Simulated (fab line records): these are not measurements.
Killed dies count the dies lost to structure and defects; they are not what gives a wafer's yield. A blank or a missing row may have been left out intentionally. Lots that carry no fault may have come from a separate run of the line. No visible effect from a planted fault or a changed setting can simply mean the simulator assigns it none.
Chamber matching | flow gf180mcu | GF_PASSIVATION_CVD_02 on pecvd-01: 3 sister chambers
The step deposits Si3N4, target thk 700 nm, time 486.18 s. 14 wafers are shown with their chamber, then 7 later ones without.

WAFERS WITH THEIR CHAMBER
wafer  | chamber | heater power w (W)
L334.2 | 0       | 851
L334.3 | 2       | 608
L334.5 | 2       | 673
L338.2 | 0       | 806
L338.3 | 2       | 680
L338.4 | 2       | 686
L339.1 | 2       | 634
L339.2 | 1       | 629
L339.3 | 2       | 662
L344.2 | 2       | 601
L344.3 | 1       | 578
L344.5 | 1       | 589
L348.3 | 1       | 597
L348.4 | 1       | 642

SIGNATURES (means of the wafers above)
reading        | chamber 0 | chamber 1 | chamber 2 | scatter within a chamber
heater power w | 828.50    | 607.00    | 649.14    | 32
Rule: for a wafer and a chamber, the distance is found by dividing, reading by reading, the gap between the wafer's reading and the chamber's mean by the reading's scatter, squaring, summing and taking the root. The wafer belongs to the nearest chamber; if the next one is less than 2 further off, it can't be placed. The scatter is the square root of a quotient: the sum, over the shown wafers, of each reading's squared deviation from its chamber's mean, divided by wafers minus chambers.

WAFERS WHOSE CHAMBER IS MISSING
wafer  | heater power w (W)
L348.6 | 741
L349.3 | 658
L349.4 | 742
L349.5 | 507
L353.1 | 680
L353.3 | 645
L353.5 | 700

EACH ONE'S CHAMBER
wafer  | from the rows above          | in truth
L348.6 | can't be placed: 0 or 2 or 1 | 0
L349.3 | can't be placed: 2 or 1      | 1
L349.4 | can't be placed: 0 or 2 or 1 | 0
L349.5 | can't be placed: 1 or 2      | 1
L353.1 | can't be placed: 2 or 1      | 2
L353.3 | can't be placed: 2 or 1      | 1
L353.5 | can't be placed: 2 or 1      | 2
0 of 7 placed correctly. Unplaceable from these rows: 7, with the true chamber sitting among the candidates in 7. Wrongly placed: 0.
